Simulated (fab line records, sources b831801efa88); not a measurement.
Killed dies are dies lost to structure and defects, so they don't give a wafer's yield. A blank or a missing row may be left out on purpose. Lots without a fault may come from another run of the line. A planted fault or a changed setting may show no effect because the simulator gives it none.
One fault seen from 2 desks | flow sky130 | each desk has only its own numbers; what lay behind them comes last

THE METROLOGY DESK
What the gauges read, lot by lot, whatever tool the lot ran on: means of the sampled wafers that have a number. A lot is out of limits, marked OUT, if its mean lies more than 4 standard deviations from the usual mean; the brackets give that distance.
Columns: A = LOCAL_INTERCONNECT_OVL at SKY_LOCAL_INTERCONNECT_OVL_MEAS_12, usual -1 nm
lot  | first seen here | A
L380 | day 30 08:47    | -6
L381 | day 30 15:22    | 3
L385 | day 31 23:40    | -6
L386 | day 32 14:43    | 9
L387 | day 32 17:25    | 0
L388 | day 33 00:30    | 6
L389 | day 33 15:16    | 4
L390 | day 34 00:01    | -3
L391 | day 34 01:32    | 2
L397 | day 36 11:55    | -5
L399 | day 36 16:07    | -3
L403 | day 37 17:01    | -15
This desk's finding: nothing out of limits on any of the 12 lots.

THE TOOL OWNER'S DESK: rie_diel-03
The tool's own readings at SKY_POLY_CUT_ETCH_11 (etches Si3N4 in CF4/CH2F2/Ar, stops on poly-Si, time 42.5 s, target depth 60 nm): means of the sampled wafers that have a number, for each lot that ran on this tool. A lot is out of limits, marked OUT, if its mean lies more than 4 standard deviations from the usual mean; the brackets give that distance.
Columns: A = bias_w at SKY_POLY_CUT_ETCH_11, usual 150.0 W; B = drypump_motor_current_A at SKY_POLY_CUT_ETCH_11, usual 6.0 A; C = oes_product_au at SKY_POLY_CUT_ETCH_11, usual 0.829 a.u.; D = run_length_s at SKY_POLY_CUT_ETCH_11, usual 70.6 s; E = throttle_valve_pct at SKY_POLY_CUT_ETCH_11, usual 14.996 %
lot  | first seen here | A     | B   | C                | D               | E
L380 | day 24 04:50    | 149.8 | 5.8 | 0.831            | 70.3            | 14.998
L388 | day 26 23:47    | 149.9 | 5.8 | 0.830            | 70.2            | 14.990
L391 | day 28 05:05    | 150.3 | 5.8 | 0.830            | 70.3            | 14.985
L397 | day 30 17:59    | 150.0 | 6.1 | 0.769 (-10) OUT  | 77.4 (+16) OUT  | 14.996
L399 | day 30 22:47    | 150.0 | 5.9 | 0.799 (-4.9) OUT | 73.9 (+7.9) OUT | 14.998
This desk's finding: out of limits on L397, L399; first on L397, day 30 17:59 (oes_product_au at SKY_POLY_CUT_ETCH_11). In limits: L380, L388, L391.

PUT TOGETHER
The tool owner's desk could have raised an alarm at day 30 17:59, on L397, L399.
The metrology desk saw nothing out of limits.
The metrology desk has L397, L399 on record, within its limits.
Of the lots named, all ran SKY_POLY_CUT_ETCH_11 on rie_diel-03.

WHAT THE SIMULATOR HAD PUT IN
Process parameter drift: rie_diel-03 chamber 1, from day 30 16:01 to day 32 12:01, at SKY_POLY_CUT_ETCH_11. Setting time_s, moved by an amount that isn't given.
Lots struck among those shown: L397, L399.
Hours from the fault's start to each desk's first reading out of limits: the tool owner's desk, 2.
